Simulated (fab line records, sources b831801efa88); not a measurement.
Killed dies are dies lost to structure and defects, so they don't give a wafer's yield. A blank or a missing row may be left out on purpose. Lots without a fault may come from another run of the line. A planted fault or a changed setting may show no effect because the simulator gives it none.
fab line records | flow sky130
record lots=6 wafers=18 last_day=50
route steps=708 shown SD_P@323 RES_XHIGH@332 PAD_OPEN@708
lots that met no fault: from a run of the same line without faults
start_h: hours from the record's first day to the start of the lot's first wafer shown | wait_h: hours since the lot's step before | " the same as in the row above | L1.1+2: a row that stands for several wafers | - no value, or no start given | * or withheld: withheld | < > ~ a bound
route shown NAME@n: a module of which the file shows steps, and the number in the route of the first | usual: mean/standard deviation of fault-free wafers | same: alike in all rows | chamber/n: place in a boat | sites: the reading at each site | _std_site: their standard deviation | _edge_site: outer sites' mean less inner sites' | radius_mm: how far each site lies from the wafer's centre | mask NAME#n: copy n | behind: the tool/chamber that last shaped the wafer | hold: why the lot was held/for how many hours/how that ended | device: the transistor (n, p or np) that didn't switch | end of line: the same wafers' tests at the end of the route | a step without rows: its recipe alone | killed: dies lost to structure and defects at the first sort, not the wafer's yield | map: a wafer's dies, x killed, . not, _ none there
set.NAME: the setting as run; set.NAME@STEP: as run at that earlier step | model.NAME: the simulator's own value behind a step, which no gauge read
lots at some steps of the route; a table a step, a row a wafer
services: from which hour (start_h, from the record's first day; less than 0 if before it) a tool's chamber was out of use, for how many hours, and why
## steps
# step SKY_SD_P_SOFTBAKE_03
# recipe temp_c=90 time_s=60 resist=NOVOLAK
# step SKY_SD_P_EXPOSE_04
# recipe mask_id=PSDM na=0.6 source_shape=conventional sigma_outer=0.6 polarization=unpolarized target_cd_nm=380 dose_mj=138
# step SKY_SD_P_PEB_05
# recipe temp_c=withheld time_s=* resist=NOVOLAK
# step SKY_SD_P_DEVELOP_06
# recipe resist=NOVOLAK developer=TMAH develop_time_s=60 dev_temp_c=23
# step SKY_SD_P_CD_MEAS_07
# recipe target_cd_nm=380
# usual cd_nm=380.0/2.8
# columns lot.wafer tool chamber start_h wait_h cd_nm
L673.1 cd_sem-02 - 597.94 0.1 384.6
L673.4 " - " " 382.6
L673.5 " - " " 383.8
L676.1 cd_sem-02 - 622.56 0.1 375.4
L676.3 " - " " 374.4
L676.6 " - " " 378.7
L683.1 cd_sem-01 - 679.87 0.1 382.2
L683.2 " - " " 382.5
L683.3 " - " " 382.1
L684.1 cd_sem-01 - 690.57 0.1 382.3
L684.3 " - " " 382.5
L684.6 " - " " 383.0
L689.1 cd_sem-02 - 725.51 0.1 374.8
L689.2 " - " " 376.0
L689.3 " - " " 378.7
L694.2 cd_sem-02 - 754.06 0.1 382.5
L694.5 " - " " 383.7
L694.6 " - " " 382.7
# step SKY_SD_P_OVL_MEAS_08
# usual SD_P_OVL=0.6/1.4
# columns lot.wafer tool chamber start_h wait_h SD_P_OVL[nm]
L673.1 overlay-02 - 598.06 0.1 -0.7
L673.4 " - " " -1.3
L673.5 " - " " -1.4
L676.1 overlay-01 - 622.68 0.1 1.1
L676.3 " - " " 0.7
L676.6 " - " " 2.6
L683.1 overlay-02 - 679.99 0.1 -0.5
L683.2 " - " " 1.1
L683.3 " - " " 2.2
L684.1 overlay-01 - 690.69 0.1 2.7
L684.3 " - " " 2.8
L684.6 " - " " 2.6
L689.1 overlay-01 - 725.63 0.1 -0.7
L689.2 " - " " -0.2
L689.3 " - " " 0.6
L694.2 overlay-02 - 754.16 0.1 0.4
L694.5 " - " " 1.5
L694.6 " - " " 1.1
# step SKY_SD_P_IMPLANT_09
# recipe species=BF2 energy_kev=19.71 dose_cm2=3e+15 tilt_deg=0
# step SKY_SD_P_STRIP_10
# recipe chemistry=O2/N2 power_w=1400 pressure_mtorr=1500 platen_temp_c=withheld o2_flow_sccm=3000 n2_flow_sccm=300 overash_fraction=0.5
# usual drypump_motor_current_A=5.92/0.26 oes_product_au=0.618/0.0045 strip_time_to_endpoint_s=17.46/0.041
# columns lot.wafer tool chamber start_h wait_h drypump_motor_current_A oes_product_au rf_hours_counter_h strip_time_to_endpoint_s
L673.1 plasma_asher-01 0 598.24 0.1 5.73 0.620 17 17.38
L673.4 " 1 " " 5.73 0.617 - 17.38
L673.5 " 1 " " 5.74 0.619 - 17.42
L676.1 plasma_asher-03 1 622.87 0.1 5.93 0.613 47 17.56
L676.3 " 0 " " 6.16 0.623 - 17.55
L676.6 " 0 " " 6.15 0.613 - 17.53
L683.1 plasma_asher-03 0 680.17 0.1 6.14 0.617 54 17.47
L683.2 " 1 " " 5.95 0.615 54 17.45
L683.3 " 1 " " 5.98 0.618 - 17.50
L684.1 plasma_asher-03 0 690.87 0.1 6.16 0.621 55 17.42
L684.3 " 1 " " 5.98 0.614 - 17.46
L684.6 " 1 " " 5.95 0.619 - 17.41
L689.1 plasma_asher-03 1 725.82 0.1 5.93 0.614 59 17.49
L689.2 " 0 " " 6.18 0.619 59 17.50
L689.3 " 1 " " 5.93 0.612 - 17.47
L694.2 plasma_asher-01 1 754.34 0.1 5.76 0.626 33 17.42
L694.5 " 0 " " 5.70 0.620 - 17.42
L694.6 " 1 " " 5.74 0.619 - 17.45
# step SKY_SD_P_TW_MEAS_11
# usual SD_P_TW=2838/35
# columns lot.wafer tool chamber start_h wait_h SD_P_TW
L673.1 film_metro-04 - 598.34 0.1 2812
L673.4 " - " " 2813
L673.5 " - " " 2801
L676.1 film_metro-01 - 622.97 0.1 2869
L676.3 " - " " 2874
L676.6 " - " " 2870
L683.1 film_metro-04 - 680.27 0.1 2820
L683.2 " - " " 2815
L683.3 " - " " 2801
L684.1 film_metro-04 - 690.97 0.1 2811
L684.3 " - " " 2817
L684.6 " - " " 2797
L689.1 film_metro-01 - 725.92 0.1 2873
L689.2 " - " " 2878
L689.3 " - " " 2882
L694.2 film_metro-01 - 754.45 0.1 2857
L694.5 " - " " 2871
L694.6 " - " " 2861
# step SKY_RES_XHIGH_DEHYDRATE_00
# recipe temp_c=200 time_s=60
# step SKY_RES_XHIGH_HMDS_01
# recipe prime_time_s=60 prime_temp_c=120
# step SKY_RES_XHIGH_COAT_02
# recipe resist=NOVOLAK spin_rpm=3000 resist_thk_nm=1140
# step SKY_RES_XHIGH_SOFTBAKE_03
# recipe temp_c=90 time_s=60 resist=NOVOLAK
# usual resist_line_temp_C=22.98/0.13 run_length_s=88.99/0.24
# columns lot.wafer tool chamber start_h wait_h resist_line_temp_C run_length_s
L673.1 litho_track-02 0 612.72 0.1 23.07 89.33
L673.4 " 0 " " 23.00 89.30
L673.5 " 0 " " 22.85 89.36
L676.1 litho_track-04 0 637.56 0.1 22.88 88.97
L676.3 " 0 " " 22.95 89.07
L676.6 " 0 " " 22.94 88.88
L683.1 litho_track-02 0 694.17 0.1 23.09 89.68
L683.2 " 0 " " 23.03 89.48
L683.3 " 0 " " 23.05 89.25
L684.1 litho_track-04 0 704.96 0.1 23.02 105.19
L684.3 " 0 " " 23.08 105.26
L684.6 " 0 " " 22.76 105.29
L689.1 litho_track-04 0 739.26 0.1 22.86 105.39
L689.2 " 0 " " 22.87 105.43
L689.3 " 0 " " 22.87 105.32
L694.2 litho_track-01 0 767.76 0.1 23.13 88.77
L694.5 " 0 " " 23.19 88.73
L694.6 " 0 " " 23.17 88.80
# step SKY_RES_XHIGH_EXPOSE_04
# recipe mask_id=URPM na=0.6 source_shape=conventional sigma_outer=0.6 polarization=unpolarized target_cd_nm=1270 dose_mj=140
# step SKY_PAD_OPEN_PROBE_99
# usual killed_at_M0_to_M3=43/7.6 killed_at_M4_up=2.8/1.9 killed_at_contacts=24/4.7 killed_at_front_end=16/4.4 killed_at_other=0.2/0.4 killed_dies=86/9.9 killed_open=47/8.2 killed_short=39/6.3
# same gross_dies=492 killed_at_back_side=0
# columns lot.wafer tool chamber start_h wait_h killed_at_M0_to_M3 killed_at_M4_up killed_at_contacts killed_at_front_end killed_at_other killed_dies killed_open killed_short
L676.1 prober-01 - 1099.95 0.1 33 2 23 17 0 75 47 28
L676.3 prober-01 - 1100.05 0.2 48 0 14 18 0 80 39 41
L676.6 prober-01 - 1100.20 0.2 40 1 22 13 0 76 37 39
L684.1 prober-01 - 1148.73 0.1 30 6 19 14 0 69 37 32
L684.3 prober-01 - 1148.83 0.2 40 5 18 14 0 77 37 40
L684.6 prober-01 - 1148.98 0.2 32 1 27 21 0 81 36 45
# killed by level:class
L676.1 CONTACT:geometric_particle:open=9 VIA2:geometric_particle:open=8 LI_CONTACT:geometric_particle:open=7 VIA3:geometric_particle:open=7 METAL1:geometric_particle:short=5 FIELD_ISO:geometric_particle:open=4 POLY_GATE:geometric_particle:open=4 POLY_GATE:geometric_particle:short=4
L676.3 VIA2:geometric_particle:open=9 METAL2:geometric_particle:short=8 VIA1:geometric_particle:open=7 FIELD_ISO:geometric_particle:open=6 LI_CONTACT:geometric_particle:open=6 POLY_GATE:geometric_particle:short=5 VIA3:geometric_particle:open=5 CONTACT:geometric_particle:short=4
L676.6 CONTACT:geometric_particle:open=9 VIA1:geometric_particle:open=7 FIELD_ISO:geometric_particle:short=6 CONTACT:geometric_particle:short=6 VIA2:geometric_particle:open=5 VIA3:geometric_particle:open=5 VIA2:geometric_particle:short=4 METAL1:geometric_particle:short=4
L684.1 LI_CONTACT:geometric_particle:open=8 VIA1:geometric_particle:open=7 CONTACT:geometric_particle:short=5 FIELD_ISO:geometric_particle:open=4 METAL4:geometric_particle:short=4 VIA3:geometric_particle:open=4 VIA2:geometric_particle:open=4 VIA1:geometric_particle:short=4
L684.3 FIELD_ISO:geometric_particle:short=6 CONTACT:geometric_particle:open=6 VIA2:geometric_particle:short=6 VIA1:geometric_particle:open=6 VIA3:geometric_particle:open=6 VIA1:geometric_particle:short=5 FIELD_ISO:geometric_particle:open=4 LI_CONTACT:geometric_particle:open=4
L684.6 FIELD_ISO:geometric_particle:short=11 CONTACT:geometric_particle:open=10 METAL2:geometric_particle:short=7 LI_CONTACT:geometric_particle:open=6 FIELD_ISO:geometric_particle:open=5 VIA1:geometric_particle:short=5 CONTACT:geometric_particle:short=5 VIA1:geometric_particle:open=5
## services
# columns tool chamber start_h hours kind
plasma_asher-01 - 645.14 2.8 pm
plasma_asher-01 - 700.02 7.3 repair
plasma_asher-03 - 737.53 1.7 repair
## key
first_sign step=SKY_RES_XHIGH_SOFTBAKE_03 reading=run_length_s direction=up sigmas=68 usual=* struck=*
effect none on later readings
met_at SKY_RES_XHIGH_SOFTBAKE_03
struck_wafers L684.1,L684.3,L684.6,L689.1,L689.2,L689.3
tester_left_out L684,L689
onset_between 637.56 704.96
fault kind=process_parameter_drift tool=litho_track-04 chamber=- onset_h=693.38 steps=SKY_RES_XHIGH_SOFTBAKE_03 channel=time_s offset=* shape=step end_h=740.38 acts_in=* stated=*
# tester_left_out: of these lots the tester's yield and bins aren't shown, on N5 and GAA mostly nor the transistor test; their killed dies are dies lost to structure and defects alone, not to doping, threshold or leakage, so they don't give the yield
